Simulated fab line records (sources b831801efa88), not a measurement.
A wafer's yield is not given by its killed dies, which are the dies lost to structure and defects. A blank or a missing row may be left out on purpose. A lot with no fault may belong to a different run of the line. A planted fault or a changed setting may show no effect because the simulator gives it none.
fab line records + flow sky130
record:
- lots: 5
- wafers: 15
- last_day: 49
route steps=708 shown FIELD_ISO@21 NWELL@32 DNWELL@35 PWDE@45 SONOS_ONO@183 PAD_OPEN@708
lots that met no fault: from a run of the same line without faults
start_h: start of the lot's first displayed wafer, in hours after the record's first day + wait_h: hours elapsed since this lot's preceding step + " as in the row above + L1.1+2: a row that stands for several wafers + - no value present, or no start provided + * or withheld: withheld + < > ~ a bound
route shown NAME@n: NAME is a module with steps in the file, n the number in the route of the first one + usual: the fault-free wafers' mean and standard deviation + same: alike in all rows + chamber/n: place in a boat + sites: each site's reading + _std_site: the standard deviation of these + _edge_site: inner sites' mean taken away from outer sites' mean + radius_mm: how far each site lies from the wafer's centre + mask NAME#n: copy n + behind: tool/chamber where the wafer was last shaped + hold: reason for holding the lot/hours on hold/outcome of the hold + device: which transistor (n, p or np) failed to switch + end of line: the route-end tests of the same wafers + for a step that has no rows: nothing shown but its recipe + killed: count of dies lost to structure and defects at first sort (not the wafer's yield) + map: shows each die of a wafer: x if killed, . if not, _ if none is there
set.NAME: setting as actually run; set.NAME@STEP: the setting as run at that earlier step + model.NAME: the simulator's own value behind a step, which no gauge read
lots seen at some steps along the route; tables by step, rows by wafer
services: a tool's chamber out of use, with start hour (start_h, from the record's first day; less than 0 if before it), hours out, and reason
== steps ==
step: SKY_FIELD_ISO_CLEAN_20
recipe:
- chemistry: dHF
- time_s: 20
- dilution: 100:1
step: SKY_FIELD_ISO_WET_ETCH_21
recipe:
- chemistry: dHF
- dilution: 100:1
- target_depth_nm: 20
- dry: ipa_marangoni
- target: SiO2
- temp_c: 25
- time_s: 400
step: SKY_FIELD_ISO_OXIDATION_22
recipe:
- temp_c: 950
- ambient: O2
- stabilise_s: 600
- purge_s: 300
- target_thk_a: 100
- ox_time_s: 623
step: SKY_FIELD_ISO_CVD_24
recipe:
- material: SiO2
- target_thk_nm: 595
- temp_c: 650
- sigma_open_frac: 0.3
- time_s: 99.2
- sih4_flow_sccm: 60
- pressure_mtorr: 6
step: SKY_FIELD_ISO_ANNEAL_26
recipe:
- temp_c: 1000
- time_s: 1800
- ambient: N2
step: SKY_FIELD_ISO_CMP_27
recipe:
- stop_on: Si3N4
- t_overpolish_s: 16
- down_force_psi: 4
- platen_rpm: 60
- target_thk_nm: 457.8
- pad_velocity_m_s: 0.94248
step: SKY_FIELD_ISO_WET_ETCH_28
recipe:
- chemistry: dHF
- target_depth_nm: 23.7
- target: SiO2
- dilution: 10:1
- temp_c: 25
- time_s: 47
step: SKY_FIELD_ISO_WET_ETCH_29
recipe:
- chemistry: H3PO4
- target_depth_nm: 160
- target: Si3N4
- temp_c: 160
- time_s: 1825
step: SKY_FIELD_ISO_WET_ETCH_30
recipe:
- chemistry: dHF
- target_depth_nm: 25
- target: SiO2
- dilution: 10:1
- temp_c: 25
- time_s: 50
step: SKY_NWELL_CLEAN_00
recipe:
- chemistry: SC1/SC2
- mix: 1:4:20
- temp_c: 70
- time_s: 150
- dry: n2_spin
step: SKY_NWELL_OXIDATION_01
recipe:
- temp_c: 900
- ambient: O2
- stabilise_s: 600
- purge_s: 300
- target_thk_a: 100
- ox_time_s: 1418
usual:
- spike_tc_bottom_C: 920/4.1
- spike_tc_centre_C: 900.0/0.98
- spike_tc_lower_C: 900.0/1.3
- spike_tc_top_C: 912.6/1.2
- spike_tc_upper_C: 898.7/1
- tube_center_temp_C: 899.99/0.088
- tube_center_temp_C_max: 902.3/0.4
- zone_power_bottom_pct: 26.8/1.7
- zone_power_lower_pct: 18.4/1.3
- zone_power_top_pct: 34.1/0.39
- zone_power_upper_pct: 18.69/0.21
same:
- stabilise_s: 600
| lot.wafer | tool       | chamber | start_h | wait_h | spike_tc_bottom_C | spike_tc_centre_C | spike_tc_lower_C | spike_tc_top_C | spike_tc_upper_C | tube_center_temp_C | tube_center_temp_C_max | zone_power_bottom_pct | zone_power_lower_pct | zone_power_top_pct | zone_power_upper_pct | model.SiO2_of_NWELL_OXIDATION_01.thk_nm |
|-----------|------------|---------|---------|--------|-------------------|-------------------|------------------|----------------|------------------|--------------------|------------------------|-----------------------|----------------------|--------------------|----------------------|-----------------------------------------|
| L489.2    | furnace-01 | 0       | 49.52   | 0.0    | 923               | 898.8             | 898.3            | 913.3          | 900.5            | 899.93             | 902.0                  | 28.9                  | 17.2                 | 33.9               | 18.70                | 9.947                                   |
| L489.4    | "          | 0       | "       | "      | 923               | 898.2             | 897.9            | 912.0          | 899.4            | 900                | 903.0                  | 28.3                  | 17.1                 | 34.2               | 18.71                | 9.853                                   |
| L489.5    | "          | 0       | "       | "      | 923               | 901.5             | 899.7            | 913.5          | 898.9            | 900.02             | 902.6                  | 27.9                  | 17.4                 | 34.2               | 18.86                | 9.823                                   |
| L494.1    | furnace-01 | 0       | 98.33   | 5.9    | 818               | 794.0             | 793.1            | 811.6          | 792.9            | 794.75             | 797.6                  | 21.8                  | 13.0                 | 28.0               | 14.31                | 2.933                                   |
| L494.3    | "          | 0       | "       | "      | 820               | 794.7             | 795.3            | 809.1          | 795.6            | 794.81             | 796.9                  | 21.8                  | 13.2                 | 28.3               | 14.44                | 2.755                                   |
| L494.6    | "          | 0       | "       | "      | 820               | 794.7             | 794.6            | 811.4          | 793.0            | 794.77             | 797.3                  | 21.7                  | 13.1                 | 28.2               | 14.46                | 2.884                                   |
| L495.3    | furnace-01 | 0       | 98.33   | 5.6    | 819               | 795.1             | 794.8            | 810.0          | 795.4            | 794.73             | 796.9                  | 21.7                  | 13.1                 | 28.5               | 14.59                | 2.652                                   |
| L495.5    | "          | 0       | "       | "      | 822               | 793.6             | 794.8            | 809.0          | 793.9            | 794.71             | 797.5                  | 22.0                  | 13.2                 | 27.7               | 14.67                | 2.509                                   |
| L495.6    | "          | 0       | "       | "      | 818               | 794.0             | 792.7            | 809.2          | 795.1            | 794.66             | 796.6                  | 21.6                  | 13.1                 | 28.1               | 14.35                | 2.577                                   |
| L496.1    | furnace-01 | 0       | 98.33   | 0.3    | 819               | 794.3             | 794.9            | 809.5          | 792.9            | 794.81             | 797.5                  | 22.0                  | 13.1                 | 28.1               | 14.53                | 2.665                                   |
| L496.3    | "          | 0       | "       | "      | 818               | 793.7             | 794.5            | 811.4          | 792.1            | 794.78             | 796.9                  | 22.1                  | 13.1                 | 27.8               | 14.47                | 2.558                                   |
| L496.4    | "          | 0       | "       | "      | 819               | 793.9             | 794.4            | 812.0          | 795.6            | 794.63             | 796.9                  | 21.9                  | 13.2                 | 27.9               | 14.63                | 2.704                                   |
| L501.3    | furnace-02 | 0       | 128.89  | 0.3    | 916               | 900.8             | 899.9            | 909.6          | 899.4            | 899.94             | 902.8                  | 25.3                  | 19.9                 | 33.3               | 18.63                | 10.21                                   |
| L501.5    | "          | 0       | "       | "      | 918               | 898.7             | 900.8            | 913.5          | 899.3            | 900.05             | 902.8                  | 25.2                  | 19.8                 | 33.7               | 18.78                | 10.27                                   |
| L501.6    | "          | 0       | "       | "      | 917               | 900.0             | 901.1            | 912.4          | 898.8            | 899.92             | 901.8                  | 25.0                  | 20.0                 | 34.0               | 18.57                | 10.07                                   |
step: SKY_NWELL_THK_MEAS_02
recipe:
- reads: SiO2_of_NWELL_OXIDATION_01
usual:
- NWELL_OXIDATION_THK: 10.00/0.19
| lot.wafer | tool          | chamber | start_h | wait_h | NWELL_OXIDATION_THK[nm] |
|-----------|---------------|---------|---------|--------|-------------------------|
| L489.2    | film_metro-04 | -       | 50.93   | 0.0    | 9.97                    |
| L489.4    | "             | -       | "       | "      | 9.86                    |
| L489.5    | "             | -       | "       | "      | 9.79                    |
| L494.1    | film_metro-02 | -       | 99.72   | 0.0    | 2.97                    |
| L494.3    | "             | -       | "       | "      | 2.76                    |
| L494.6    | "             | -       | "       | "      | 2.91                    |
| L495.3    | film_metro-04 | -       | 99.74   | 0.0    | 2.61                    |
| L495.5    | "             | -       | "       | "      | 2.49                    |
| L495.6    | "             | -       | "       | "      | 2.59                    |
| L496.1    | film_metro-01 | -       | 99.75   | 0.0    | 2.65                    |
| L496.3    | "             | -       | "       | "      | 2.55                    |
| L496.4    | "             | -       | "       | "      | 2.70                    |
| L501.3    | film_metro-04 | -       | 130.31  | 0.0    | 10.18                   |
| L501.5    | "             | -       | "       | "      | 10.26                   |
| L501.6    | "             | -       | "       | "      | 10.06                   |
step: SKY_DNWELL_DEHYDRATE_00
recipe:
- temp_c: 200
- time_s: 60
step: SKY_DNWELL_HMDS_01
recipe:
- prime_time_s: 60
- prime_temp_c: 120
step: SKY_DNWELL_COAT_02
recipe:
- spin_rpm: 2000
- resist_thk_nm: 3000
step: SKY_DNWELL_SOFTBAKE_03
recipe:
- temp_c: 110
- time_s: withheld
step: SKY_DNWELL_EXPOSE_04
recipe:
- mask_id: DNM
- na: 0.57
- target_cd_nm: 3000
- dose_mj: 222
step: SKY_DNWELL_PEB_05
recipe:
- temp_c: 115
- time_s: withheld
step: SKY_DNWELL_DEVELOP_06
recipe:
- wall_angle_deg: 90
- developer: TMAH
- develop_time_s: 60
- dev_temp_c: 23
step: SKY_DNWELL_IMPLANT_07
recipe:
- species: P
- energy_kev: withheld
- dose_cm2: withheld
- tilt_deg: withheld
step: SKY_DNWELL_STRIP_08
recipe:
- chemistry: O2/N2
- power_w: 1400
- pressure_mtorr: 1500
- platen_temp_c: withheld
- o2_flow_sccm: 3000
- n2_flow_sccm: 311
- overash_fraction: 0.5
step: SKY_PWDE_DEHYDRATE_00
recipe:
- temp_c: 200
- time_s: 60
step: SKY_PWDE_HMDS_01
recipe:
- prime_time_s: 60
- prime_temp_c: 120
step: SKY_PWDE_COAT_02
recipe:
- spin_rpm: 2000
- resist_thk_nm: 3000
step: SKY_PWDE_SOFTBAKE_03
recipe:
- temp_c: 110
- time_s: withheld
step: SKY_PWDE_EXPOSE_04
recipe:
- mask_id: PWDEM
- na: 0.6
- source_shape: conventional
- sigma_outer: 0.6
- polarization: unpolarized
- target_cd_nm: 840
- dose_mj: 214
step: SKY_PWDE_PEB_05
recipe:
- temp_c: 115
- time_s: withheld
step: SKY_PWDE_DEVELOP_06
recipe:
- wall_angle_deg: 90
- developer: TMAH
- develop_time_s: 60
- dev_temp_c: 23
step: SKY_PWDE_IMPLANT_08
recipe:
- species: B
- energy_kev: 150
- dose_cm2: 3.6e+12
- tilt_deg: withheld
step: SKY_PWDE_STRIP_09
recipe:
- chemistry: O2/N2
- power_w: 1400
- pressure_mtorr: 1500
- platen_temp_c: withheld
- o2_flow_sccm: 3000
- n2_flow_sccm: 300
- overash_fraction: 0.5
step: SKY_NWELL_DEHYDRATE_03
recipe:
- temp_c: 200
- time_s: 60
step: SKY_NWELL_HMDS_04
recipe:
- prime_time_s: 60
- prime_temp_c: 120
step: SKY_NWELL_COAT_05
recipe:
- spin_rpm: 2000
- resist_thk_nm: 3000
step: SKY_NWELL_SOFTBAKE_06
recipe:
- temp_c: 110
- time_s: withheld
step: SKY_NWELL_EXPOSE_07
recipe:
- mask_id: NWM
- na: 0.6
- source_shape: conventional
- sigma_outer: 0.6
- polarization: unpolarized
- target_cd_nm: 840
- dose_mj: 249.5
step: SKY_NWELL_PEB_08
recipe:
- temp_c: 115
- time_s: withheld
step: SKY_NWELL_DEVELOP_09
recipe:
- wall_angle_deg: 90
- developer: TMAH
- develop_time_s: 60
- dev_temp_c: 23
step: SKY_SONOS_ONO_ETCH_15
recipe:
- target_depth_nm: 19.52
- chemistry: CHF3/O2
- source_w: 600
- bias_w: 200
- pressure_mtorr: 40
- chf3_flow_sccm: 50
- O2_flow_sccm: 5
- time_s: 7.8
usual:
- O2_flow_sccm: 5.002/0.016
- chf3_flow_sccm: 50.00/0.16
- drypump_motor_current_A: 5.7/0.41
- oes_product_au: 0.996/0.0077
- throttle_valve_pct: 8.823/0.0083
same:
- time_s: 7.8
| lot.wafer | tool        | chamber | start_h | wait_h | O2_flow_sccm | chf3_flow_sccm | drypump_motor_current_A | oes_product_au | rf_hours_counter_h | throttle_valve_pct | model.SiO2_of_NWELL_OXIDATION_01.thk_nm |
|-----------|-------------|---------|---------|--------|--------------|----------------|-------------------------|----------------|--------------------|--------------------|-----------------------------------------|
| L489.2    | rie_diel-01 | 1       | 299.37  | 0.0    | 5.002        | 49.92          | 6.3                     | 0.988          | 55                 | 8.832              | 5.453                                   |
| L489.4    | "           | 2       | "       | "      | 4.989        | 50.00          | 5.8                     | 0.981          | 0                  | 8.812              | 5.401                                   |
| L489.5    | "           | 0       | "       | "      | 4.969        | 50.07          | 5.4                     | 0.987          | -                  | 8.819              | 5.35                                    |
| L495.3    | rie_diel-03 | 1       | 385.30  | 0.0    | 4.992        | 49.70          | 5.1                     | 0.991          | 1                  | 8.813              | 0.65                                    |
| L495.5    | "           | 3       | "       | "      | 5.021        | 49.75          | 5.8                     | 0.982          | -                  | 8.822              | 0.5922                                  |
| L495.6    | "           | 0       | "       | "      | 5.006        | 50.30          | 5.2                     | 0.997          | -                  | 8.831              | 0.6224                                  |
| L494.1    | rie_diel-01 | 2       | 385.32  | 0.0    | 5.004        | 50.12          | 5.8                     | 0.991          | 2                  | 8.823              | 0.7664                                  |
| L494.3    | "           | 3       | "       | "      | 4.983        | 49.82          | 6.2                     | 0.997          | 76                 | 8.832              | 0.6936                                  |
| L494.6    | "           | 3       | "       | "      | 4.985        | 49.83          | 6.2                     | 1.000          | -                  | 8.820              | 0.7445                                  |
| L496.1    | rie_diel-04 | 0       | 385.42  | 0.0    | 5.004        | 49.89          | 6.5                     | 0.991          | 10                 | 8.818              | 0.6629                                  |
| L496.3    | "           | 2       | "       | "      | 5.012        | 49.89          | 5.3                     | 0.998          | 0                  | 8.828              | 0.6162                                  |
| L496.4    | "           | 1       | "       | "      | 5.003        | 50.29          | 5.6                     | 0.993          | 91                 | 8.824              | 0.6755                                  |
| L501.3    | rie_diel-04 | 1       | 428.10  | 0.0    | 5.007        | 50.32          | 5.6                     | 1.000          | 92                 | 8.823              | 5.748                                   |
| L501.5    | "           | 3       | "       | "      | 5.004        | 50.25          | 5.7                     | 1.003          | -                  | 8.826              | 5.736                                   |
| L501.6    | "           | 2       | "       | "      | 5.025        | 50.08          | 5.3                     | 0.994          | -                  | 8.822              | 5.602                                   |
step: SKY_PAD_OPEN_PROBE_99
usual:
- killed_at_M0_to_M3: 44/6.2
- killed_at_M4_up: 3.3/1.8
- killed_at_contacts: 25/5.8
- killed_at_front_end: 15/4
- killed_at_other: 0.3/0.49
- killed_dies: 88/8.8
- killed_open: 48/6.5
- killed_short: 39/6.3
same:
- gross_dies: 492
- killed_at_back_side: 0
| lot.wafer | tool      | chamber | start_h | wait_h | killed_at_M0_to_M3 | killed_at_M4_up | killed_at_contacts | killed_at_front_end | killed_at_other | killed_dies | killed_open | killed_short | model.etest.nfet_16v.r_on_ohm_um | model.etest.tip_p.rs_ohm_sq | model.etest.pfet_01v8.r_on_ohm_um | model.etest.pfet_g5v0d10v5.r_on_ohm_um | model.etest.res_pwell_under_gate.rs_ohm_sq | model.etest.pfet_01v8.drive_ua_um | model.etest.pfet_01v8_mvt.drive_ua_um | model.etest.sram_pfet_latch.drive_ua_um |
|-----------|-----------|---------|---------|--------|--------------------|-----------------|--------------------|---------------------|-----------------|-------------|-------------|--------------|----------------------------------|-----------------------------|-----------------------------------|----------------------------------------|--------------------------------------------|-----------------------------------|---------------------------------------|-----------------------------------------|
| L489.2    | prober-01 | -       | 1096.95 | 0.1    | 50                 | 3               | 19                 | 16                  | 0               | 88          | 41          | 47           | 1.445e+04                        | 6954                        | 3005                              | 4855                                   | 2276                                       | 184.9                             | 146.7                                 | 135.4                                   |
| L489.4    | prober-01 | -       | 1097.05 | 0.2    | 28                 | 4               | 18                 | 10                  | 2               | 62          | 40          | 22           | 1.434e+04                        | 6917                        | 2941                              | 4871                                   | 2297                                       | 187.5                             | 148.8                                 | 139.7                                   |
| L489.5    | prober-01 | -       | 1097.10 | 0.2    | 45                 | 5               | 24                 | 11                  | 0               | 85          | 46          | 39           | 1.433e+04                        | 6927                        | 2937                              | 4838                                   | 2288                                       | 190.1                             | 150.2                                 | 138.9                                   |
| L496.1    | prober-01 | -       | 1153.06 | 0.1    | 46                 | 2               | 24                 | 14                  | 1               | 87          | 54          | 33           | 1.477e+04                        | 6646                        | 2758                              | 4691                                   | 2264                                       | 204.4                             | 164.6                                 | 148.5                                   |
| L496.3    | prober-01 | -       | 1153.16 | 0.2    | 43                 | 4               | 20                 | 12                  | 0               | 79          | 47          | 32           | 1.477e+04                        | 6689                        | 2734                              | 4639                                   | 2272                                       | 207.7                             | 165.6                                 | 152.7                                   |
| L496.4    | prober-01 | -       | 1153.21 | 0.2    | 51                 | 3               | 26                 | 17                  | 0               | 97          | 57          | 40           | 1.467e+04                        | 6652                        | 2724                              | 4671                                   | 2261                                       | 208.5                             | 164.7                                 | 157.4                                   |
| L495.3    | prober-02 | -       | 1154.75 | 0.2    | 44                 | 5               | 22                 | 21                  | 0               | 92          | 50          | 42           | 1.459e+04                        | 6649                        | 2822                              | 4631                                   | 2263                                       | 201.7                             | 160                                   | 152.8                                   |
| L495.5    | prober-02 | -       | 1154.85 | 0.2    | 36                 | 3               | 28                 | 15                  | 1               | 83          | 49          | 34           | 1.449e+04                        | 6692                        | 2858                              | 4695                                   | 2255                                       | 198                               | 157.9                                 | 152.3                                   |
| L495.6    | prober-02 | -       | 1154.90 | 0.2    | 42                 | 6               | 40                 | 14                  | 0               | 102         | 63          | 39           | 1.448e+04                        | 6683                        | 2819                              | 4678                                   | 2272                                       | 200                               | 161.5                                 | 154.3                                   |
| L494.1    | prober-01 | -       | 1157.20 | 0.1    | 35                 | 4               | 28                 | 14                  | 0               | 81          | 44          | 37           | 1.481e+04                        | 6663                        | 2839                              | 4729                                   | 2266                                       | 199.6                             | 160.7                                 | 148.4                                   |
| L494.3    | prober-01 | -       | 1157.30 | 0.2    | 46                 | 1               | 26                 | 13                  | 0               | 86          | 45          | 41           | 1.472e+04                        | 6693                        | 2801                              | 4672                                   | 2262                                       | 201                               | 160.7                                 | 153.6                                   |
| L494.6    | prober-01 | -       | 1157.45 | 0.2    | 43                 | 3               | 26                 | 20                  | 1               | 93          | 52          | 41           | 1.468e+04                        | 6647                        | 2748                              | 4686                                   | 2274                                       | 206.8                             | 161.8                                 | 156                                     |
| L501.3    | prober-01 | -       | 1184.52 | 0.2    | 46                 | 0               | 36                 | 15                  | 0               | 97          | 59          | 37           | 1.424e+04                        | 6815                        | 2852                              | 4721                                   | 2276                                       | 198.6                             | 156.1                                 | 149.6                                   |
| L501.5    | prober-01 | -       | 1184.62 | 0.2    | 49                 | 2               | 32                 | 20                  | 0               | 103         | 50          | 53           | 1.419e+04                        | 6810                        | 2869                              | 4791                                   | 2302                                       | 193.9                             | 154.9                                 | 145.8                                   |
| L501.6    | prober-01 | -       | 1184.67 | 0.2    | 41                 | 4               | 23                 | 15                  | 0               | 83          | 42          | 40           | 1.423e+04                        | 6759                        | 2833                              | 4711                                   | 2309                                       | 196.5                             | 158.1                                 | 144.8                                   |
killed by level:class
L489.2 VIA2:geometric_particle:open=10 METAL2:geometric_particle:short=9 CONTACT:geometric_particle:open=7 VIA1:geometric_particle:short=7 FIELD_ISO:geometric_particle:short=6 LI_CONTACT:geometric_particle:open=6 METAL1:geometric_particle:short=6 POLY_GATE:geometric_particle:short=4
L489.4 CONTACT:geometric_particle:open=7 VIA1:geometric_particle:open=7 VIA3:geometric_particle:open=6 LI_CONTACT:geometric_particle:open=6 VIA2:geometric_particle:open=4 METAL4:geometric_particle:short=3 SONOS_ONO:geometric_particle:open=2 POLY_GATE:geometric_particle:short=2
L489.5 VIA2:geometric_particle:open=14 LI_CONTACT:geometric_particle:open=7 CONTACT:geometric_particle:short=7 METAL2:geometric_particle:short=7 VIA1:geometric_particle:open=5 CONTACT:geometric_particle:open=4 METAL4:geometric_particle:short=4 POLY_GATE:geometric_particle:open=3
L496.1 VIA2:geometric_particle:open=13 CONTACT:geometric_particle:open=13 VIA1:geometric_particle:open=7 VIA1:geometric_particle:short=7 FIELD_ISO:geometric_particle:short=6 VIA3:geometric_particle:open=6 CONTACT:geometric_particle:short=5 FIELD_ISO:geometric_particle:open=4
L496.3 CONTACT:geometric_particle:open=10 VIA2:geometric_particle:open=9 VIA1:geometric_particle:open=7 METAL1:geometric_particle:short=6 LI_CONTACT:geometric_particle:open=5 FIELD_ISO:geometric_particle:short=4 POLY_GATE:geometric_particle:short=4 VIA3:geometric_particle:open=4
L496.4 VIA2:geometric_particle:open=12 CONTACT:geometric_particle:open=11 VIA3:geometric_particle:open=11 VIA1:geometric_particle:open=10 FIELD_ISO:geometric_particle:open=6 CONTACT:geometric_particle:short=6 FIELD_ISO:geometric_particle:short=4 LOCAL_INTERCONNECT:geometric_particle:short=4
L495.3 VIA1:geometric_particle:open=12 CONTACT:geometric_particle:short=8 VIA3:geometric_particle:open=7 POLY_GATE:geometric_particle:open=6 LI_CONTACT:geometric_particle:open=6 FIELD_ISO:geometric_particle:short=5 VIA1:geometric_particle:short=5 VIA2:geometric_particle:open=5
L495.5 CONTACT:geometric_particle:open=13 VIA1:geometric_particle:open=11 CONTACT:geometric_particle:short=6 VIA3:geometric_particle:open=6 LI_CONTACT:geometric_particle:open=5 POLY_GATE:geometric_particle:short=4 VIA2:geometric_particle:open=4 FIELD_ISO:geometric_particle:open=3
L495.6 CONTACT:geometric_particle:open=17 VIA1:geometric_particle:open=11 LI_CONTACT:geometric_particle:open=10 VIA2:geometric_particle:open=7 LI_CONTACT:geometric_particle:short=6 METAL1:geometric_particle:short=5 METAL2:geometric_particle:short=5 LOCAL_INTERCONNECT:geometric_particle:short=4
L494.1 CONTACT:geometric_particle:open=13 LI_CONTACT:geometric_particle:open=8 VIA1:geometric_particle:open=7 METAL1:geometric_particle:short=6 METAL2:geometric_particle:short=5 FIELD_ISO:geometric_particle:short=4 VIA2:geometric_particle:short=4 VIA3:geometric_particle:open=4
L494.3 LI_CONTACT:geometric_particle:open=8 CONTACT:geometric_particle:short=8 VIA1:geometric_particle:open=8 VIA3:geometric_particle:open=7 VIA2:geometric_particle:open=7 CONTACT:geometric_particle:open=6 VIA1:geometric_particle:short=5 POLY_GATE:geometric_particle:open=4
L494.6 CONTACT:geometric_particle:open=10 METAL1:geometric_particle:short=8 LI_CONTACT:geometric_particle:open=7 VIA3:geometric_particle:open=7 POLY_GATE:geometric_particle:open=6 POLY_GATE:geometric_particle:short=6 VIA1:geometric_particle:open=6 VIA2:geometric_particle:open=5
L501.3 CONTACT:geometric_particle:open=14 VIA2:geometric_particle:open=9 VIA1:geometric_particle:open=9 CONTACT:geometric_particle:short=7 VIA3:geometric_particle:open=7 LI_CONTACT:geometric_particle:open=5 LI_CONTACT:geometric_particle:short=5 VIA2:geometric_particle:short=5
L501.5 METAL2:geometric_particle:short=10 CONTACT:geometric_particle:open=9 LI_CONTACT:geometric_particle:open=8 VIA1:geometric_particle:open=8 VIA1:geometric_particle:short=7 FIELD_ISO:geometric_particle:short=5 CONTACT:geometric_particle:short=5 FIELD_ISO:geometric_particle:open=4
L501.6 CONTACT:geometric_particle:open=9 CONTACT:geometric_particle:short=7 VIA1:geometric_particle:open=7 VIA2:geometric_particle:open=6 METAL1:geometric_particle:short=6 VIA2:geometric_particle:short=6 VIA3:geometric_particle:open=5 FIELD_ISO:geometric_particle:open=3
== services ==
| tool        | chamber | start_h | hours | kind   |
|-------------|---------|---------|-------|--------|
| rie_diel-01 | 1       | 35.49   | 7.5   | repair |
| rie_diel-01 | 0       | 39.43   | 5.3   | repair |
| furnace-01  | -       | 41.26   | 4.6   | repair |
| rie_diel-01 | 2       | 66.95   | 2.2   | repair |
| furnace-02  | -       | 86.60   | 12.1  | repair |
| furnace-01  | -       | 99.72   | 2.8   | pm     |
| furnace-01  | -       | 106.72  | 10.8  | pm     |
| rie_diel-03 | 0       | 131.64  | 6.9   | repair |
| furnace-01  | -       | 138.27  | 3.4   | pm     |
| rie_diel-01 | -       | 146.20  | 0.4   | repair |
| rie_diel-04 | 0       | 150.11  | 13.5  | repair |
| rie_diel-04 | -       | 156.79  | 14.6  | pm     |
| rie_diel-03 | 3       | 168.38  | 22.3  | repair |
| rie_diel-04 | 1       | 177.18  | 3.8   | repair |
| rie_diel-03 | 0       | 190.38  | 19.2  | repair |
| furnace-02  | -       | 192.85  | 3.5   | pm     |
| rie_diel-04 | 1       | 197.82  | 17.0  | repair |
| furnace-02  | -       | 200.28  | 8.4   | pm     |
| furnace-01  | -       | 214.20  | 25.8  | pm     |
| rie_diel-01 | -       | 234.26  | 2.8   | pm     |
| furnace-01  | -       | 242.54  | 3.1   | pm     |
| furnace-02  | -       | 246.19  | 4.8   | pm     |
| rie_diel-04 | -       | 306.82  | 0.2   | repair |
| rie_diel-04 | -       | 349.47  | 2.8   | pm     |
== key ==
first_sign:
- step: SKY_NWELL_OXIDATION_01
- reading: tube_center_temp_C
- direction: down
- sigmas: 99+
- usual: *
- struck: *
effect:
- step: SKY_NWELL_OXIDATION_01
- reading: tube_center_temp_C_max
- direction: down
- sigmas: 99+
- usual: *
- struck: *
effect:
- step: SKY_NWELL_THK_MEAS_02
- reading: NWELL_OXIDATION_THK
- direction: down
- sigmas: 38
- usual: 10.00
- struck: 2.69
model_effect:
- step: SKY_NWELL_OXIDATION_01
- value: SiO2_of_NWELL_OXIDATION_01.thk_nm
- without: 10.04
- struck: 2.693
model_effect:
- step: SKY_SONOS_ONO_ETCH_15
- value: SiO2_of_NWELL_OXIDATION_01.thk_nm
- without: 5.56
- struck: 0.6693
model_effect:
- step: SKY_PAD_OPEN_PROBE_99
- value: etest.nfet_16v.r_on_ohm_um
- without: 1.424e+04
- struck: 1.467e+04
met_at SKY_NWELL_OXIDATION_01
struck_wafers L494.1,L494.3,L494.6,L495.3,L495.5,L495.6,L496.1,L496.3,L496.4
tester_left_out L494,L495,L496
onset_between 49.52 98.33
fault:
- kind: process_parameter_drift
- tool: furnace-01
- chamber: -
- onset_h: 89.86
- steps: SKY_NWELL_OXIDATION_01
- channel: temp_c
- offset: *
- shape: step
- end_h: 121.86
- acts_in: *
- stated: *
tester_left_out: of these lots the tester's yield and bins aren't shown, on N5 and GAA mostly nor the transistor test; their killed dies are dies lost to structure and defects alone, not to doping, threshold or leakage, so they don't give the yield
